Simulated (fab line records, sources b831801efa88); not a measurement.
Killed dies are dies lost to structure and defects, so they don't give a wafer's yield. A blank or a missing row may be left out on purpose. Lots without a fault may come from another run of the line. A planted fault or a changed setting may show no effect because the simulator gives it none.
A struck lot beside a sound one | flow sky130 | 24 steps out of a route of 708
Sound: wafers L901.3, L901.4, L901.6. Struck: wafers L897.1, L897.5, L897.6. The cause comes at the end.
At each step with rows: each side's tool, then ch and its chambers, then its first start. Under that, the readings that differ: sound wafers | struck wafers | difference of the means | sigmas: that difference in standard deviations of wafers without a fault.
alike: readings whose means differ by less than 2 such deviations, and words and numbers that are the same on both sides. not compared: withheld readings, readings that some wafer has no value for, bounds like >300 that may hide the same value, and numbers for which the record gives no deviation and whose values overlap.
The two part at a step that has a row with sigmas, a row that says differs or no value, or rows on one side only. Numbers that don't overlap but have no deviation are shown without sigmas and don't part them. A reading that every wafer of one side lacks parts them only if that side has two wafers or more.

first, 4 steps without rows for these wafers: SKY_CAPM_SOFTBAKE_08 (time 60 s); SKY_CAPM_EXPOSE_09 (exposes mask CAPM, target cd 1000 nm); SKY_CAPM_PEB_10; SKY_CAPM_DEVELOP_11 (develop time 60 s).
SKY_CAPM_OVL_MEAS_12:
  sound on overlay-01, day 42 01:41; struck on overlay-01, day 41 01:20
  alike: CAPM_OVL
SKY_CAPM_METAL_ETCH_13: etches TiN in Cl2/BCl3, stops on SiO2, target depth 220 nm, time 62.9 s.
  sound on rie_metal-01 ch 0, day 42 01:45; struck on rie_metal-02 ch 0,1, day 41 01:22
  reading                     | sound       | struck      | difference | sigmas
  drypump_motor_current_A (A) | 6.4 6.4 6.4 | 5.7 5.7 5.6 | -0.7       | -2
  alike: bcl3_flow_sccm, oes_product_au, throttle_valve_pct
  not compared: rf_hours_counter_h
SKY_CAPM_STRIP_14: strips in O2/N2.
  sound on plasma_asher-02 ch 0,1, day 42 01:53; struck on plasma_asher-02 ch 0,1, day 41 01:27
  alike: drypump_motor_current_A, oes_product_au, strip_time_to_endpoint_s
  not compared: rf_hours_counter_h
then, 5 steps without rows for these wafers: SKY_CAPM_STRIP_15 (strips in post etch residue remover, time 1200 s); SKY_CAPM_CLEAN_16 (cleans in IPA, time 180 s); SKY_CAPM_CLEAN_17 (cleans in O3/DIW); SKY_METAL3_DEHYDRATE_05 (time 60 s); SKY_METAL3_HMDS_06 (prime time 60 s).
SKY_METAL3_COAT_07: resist thk 60 nm.
  sound on litho_track-02 ch 0, day 42 13:42; struck on litho_track-04 ch 0, day 41 13:20
  reading              | sound                | struck               | difference | sigmas
  spin_speed_rpm (rpm) | 2999.4 3003.3 3002.7 | 2855.7 2853.7 2856.1 | -146.6     | -67
then, 5 steps without rows for these wafers: SKY_METAL3_COAT_08 (resist thk 1140 nm); SKY_METAL3_SOFTBAKE_09 (time 90 s); SKY_METAL3_EXPOSE_10 (exposes mask MM3, target cd 300 nm); SKY_METAL3_PEB_11; SKY_METAL3_DEVELOP_12 (develop time 60 s).
SKY_METAL3_CD_MEAS_13: target cd 300 nm.
  sound on cd_sem-02, day 43 01:41; struck on cd_sem-01, day 42 01:29
  alike: cd_nm
SKY_METAL3_OVL_MEAS_14:
  sound on overlay-02, day 43 01:46; struck on overlay-01, day 42 01:37
  alike: METAL3_OVL
SKY_METAL3_DESCUM_15: chemistry O2, time 8 s.
  sound on rie_metal-01 ch 0,1, day 43 01:48; struck on rie_metal-03 ch 0,1, day 42 01:38
  alike: drypump_motor_current_A, oes_product_au
  not compared: rf_hours_counter_h
SKY_METAL3_ETCH_16: etches BARC in N2/H2, stops on SiO2, time 88.2 s, target depth 60 nm.
  sound on rie_metal-01 ch 0,1, day 43 01:52; struck on rie_metal-03 ch 0,1, day 42 01:40
  reading                  | sound                | struck               | difference | sigmas
  throttle_valve_pct (%)   | 13.220 13.201 13.226 | 13.189 13.200 13.190 | -0.023     | -3
  model.etch.depth_nm (nm) | 59.93 59.77 59.94    | 61.34 61.29 61.36    | +1.45      |
  alike: drypump_motor_current_A, oes_product_au
  not compared: rf_hours_counter_h
SKY_METAL3_ETCH_17: etches SiO2 in C4F8/O2/Ar, stops on TiN, time 3.9 s, target depth 15 nm.
  sound on rie_diel-01 ch 0,1,3, day 43 01:55; struck on rie_diel-04 ch 0,1, day 42 01:46
  reading               | sound             | struck            | difference | sigmas
  oes_product_au (a.u.) | 0.738 0.752 0.762 | 0.760 0.765 0.772 | +0.015     | +2
  not compared: rf_hours_counter_h
-- the record jumps here: 7 days lie between the struck wafers' starts before and after (it left off in module METAL3 and takes up again in module PAD_OPEN, whose first step shown is number 708 of the route) --
SKY_PAD_OPEN_PROBE_99:
  sound on prober-01, day 49 10:50; struck on prober-01, day 48 16:11
  alike: defect_limited_yield, killed_at_M0_to_M3, killed_at_M4_up, killed_at_contacts, killed_at_front_end, killed_at_other, killed_dies, killed_open, killed_short, sort_bin_3_pad_short, sort_bin_5_function, sort_bin_6_memory, sort_n_pass, sort_yield_pct

WHERE THEY PART
First at SKY_CAPM_METAL_ETCH_13; last, within this record, at SKY_METAL3_ETCH_17. Later steps at which nothing parts them and some readings are alike: SKY_PAD_OPEN_PROBE_99.

WHY: what the simulator had put in
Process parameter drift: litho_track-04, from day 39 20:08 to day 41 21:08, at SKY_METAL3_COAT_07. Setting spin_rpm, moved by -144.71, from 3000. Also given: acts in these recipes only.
